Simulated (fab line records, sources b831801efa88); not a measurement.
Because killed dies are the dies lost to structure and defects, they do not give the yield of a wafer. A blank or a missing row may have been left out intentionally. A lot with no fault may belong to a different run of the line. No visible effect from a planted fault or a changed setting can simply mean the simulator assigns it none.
Which tool is to blame? | flow sky130 | 30 wafers sampled from 10 lots at 1 step of a route of 708

WHAT THE GAUGES SHOWED, per wafer
SKY_VIA1_OVL_MEAS_13.
lot  | measured     | on         | VIA1_OVL (nm)
L416 | day 34 09:24 | overlay-01 | 5 4 -4
L417 | day 34 17:59 | overlay-01 | -1 -3 -6
L419 | day 35 08:41 | overlay-02 | -1 -3 2
L420 | day 35 10:31 | overlay-01 | 8 3 7
L421 | day 36 09:34 | overlay-01 | -2 4 9
L424 | day 37 03:58 | overlay-02 | -7 -8 0
L428 | day 38 08:30 | overlay-02 | -2 -5 -7
L432 | day 39 08:39 | overlay-02 | -8 -9 -2
L434 | day 40 09:00 | overlay-01 | -2 7 8
L438 | day 41 10:06 | overlay-02 | 5 12 -2

EACH LOT AND THE TOOL THAT RAN IT (in order: tool; ch and the chambers of the sampled wafers; start)
The record holds no process step before these readings.

THE ANSWER, worked out from the rows above alone
Rule: the lots themselves supply what counts as usual. Put in order of their means at a reading, lots are off if they are a third of the lots or fewer, leave a main group of 4 or more, and stand apart from it by a gap of 3 or more times the standard deviation of the main group's means; of several such gaps the widest counts. The tables above print the reading to a certain number of digits; a main group whose means all agree to those digits is not used. Also off: a lot with no number at a reading for which 4 or more lots have one. The other lots that the step has rows for count as sound.
Across all readings shown, no lot is off: no conclusion can be drawn from this.

WHAT THE SIMULATOR HAD PUT IN
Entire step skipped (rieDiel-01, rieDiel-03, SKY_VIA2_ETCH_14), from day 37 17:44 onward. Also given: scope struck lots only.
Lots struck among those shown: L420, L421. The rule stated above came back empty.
